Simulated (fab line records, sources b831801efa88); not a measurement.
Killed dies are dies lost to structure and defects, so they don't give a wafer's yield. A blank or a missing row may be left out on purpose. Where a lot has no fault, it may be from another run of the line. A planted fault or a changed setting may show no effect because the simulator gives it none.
Code-filled problem report in 8D (eight disciplines) form -- flow sky130 -- the parts of the form that need people (team, actions taken, sign-off) are left out

== 1. THE ISSUE ==
At SKY_METAL2_COAT_09, spin-speed-rpm averages 2254.1 rpm over 6 wafers from 2 lots, while fault-free wafers read 3000.5 rpm, standard deviation 1.9. That is -99 or more standard deviations from the usual mean.
The step: resist thk 60 nm.
First seen on wafer L687.2, day 39 02:41, on litho-track-02. The record has a number at this step for 30 wafers belonging to 10 lots. Rule for "out", or "out of limits": more than 4 standard deviations from the usual mean. Any other wafer with a number is counted as sound.

== 2. WHAT IT IS, AND WHAT IT ISN'T ==
question,is,is not
which readings at this step,spin-speed-rpm,-
which lots,"L687, L691","L673, L675, L676, L677, L678, L689, L694, L695"
which wafers of those lots,all that have a number,-
read on which tools,litho-track-02,"litho-track-01, litho-track-04"
when,from day 39 02:41,"up to then (15 sound wafers); but 9 sound wafers of L689, L694, L695 came after"

== 3. WHAT RULES OUT EACH SUSPECT ==
Counting: a tool at any process step up to the reading remains a suspect when it ran all the lots that are out and ran no sound lot after the first of those.
- litho-track-02 at SKY_METAL2_COAT_09 (resist thk 60 nm): kept. All lots that are out passed through it, beginning with L687 at day 39 02:41, and no sound lot followed; its final sound lot before that point was L678 at day 35 22:59. Its own spin-speed-rpm readings are out on those wafers.
After counting, what remains is litho-track-02 at SKY_METAL2_COAT_09.

== 4. THE CAUSE (what the simulator had put in) ==
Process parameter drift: litho-track-02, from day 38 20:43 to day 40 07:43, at SKY_METAL2_COAT_09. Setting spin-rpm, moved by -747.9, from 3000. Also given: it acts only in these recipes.
The count eliminated every tool but this one.

== 5. THE EFFECT CHAIN, in route order ==
One row per reading whose mean, taken over the struck wafers that have a number, lies over 3 standard deviations from the usual. Only readings whose record carries a usual standard deviation are examined. hours: median over the lots of the time between each lot's start at the first step of this table that gives one and its start at this step. sigmas: the change, counted in usual standard deviations.
hours,step,reading,usual,on struck wafers,change,sigmas
0,SKY_METAL2_COAT_09,spin-speed-rpm,3000.5 rpm,2254.1,-746.4,-99 or more
12,SKY_METAL2_ETCH_18,oes-product-au,0.854 a.u.,0.926,+0.072,+15
12,SKY_METAL2_STRIP_20,strip-time-to-endpoint-s,2.65 s,2.78,+0.13,+3.1
Process steps it contains:
- SKY_METAL2_COAT_09: resist thk 60 nm.
- SKY_METAL2_ETCH_18: etches BARC in N2/H2, stops on SiO2, time 45.9 s, target depth 60 nm.
- SKY_METAL2_STRIP_20: strips in O2/N2.
Later measuring or inspecting steps at which every struck wafer that the step has a row for has a number for every such reading, and none has moved that far: SKY_METAL2_CD_MEAS_15.

== 6. WHAT WOULD HAVE CAUGHT IT SOONER ==
First out-of-limits reading in this record: day 39 02:41, which is 6 hours after fault onset at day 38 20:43.
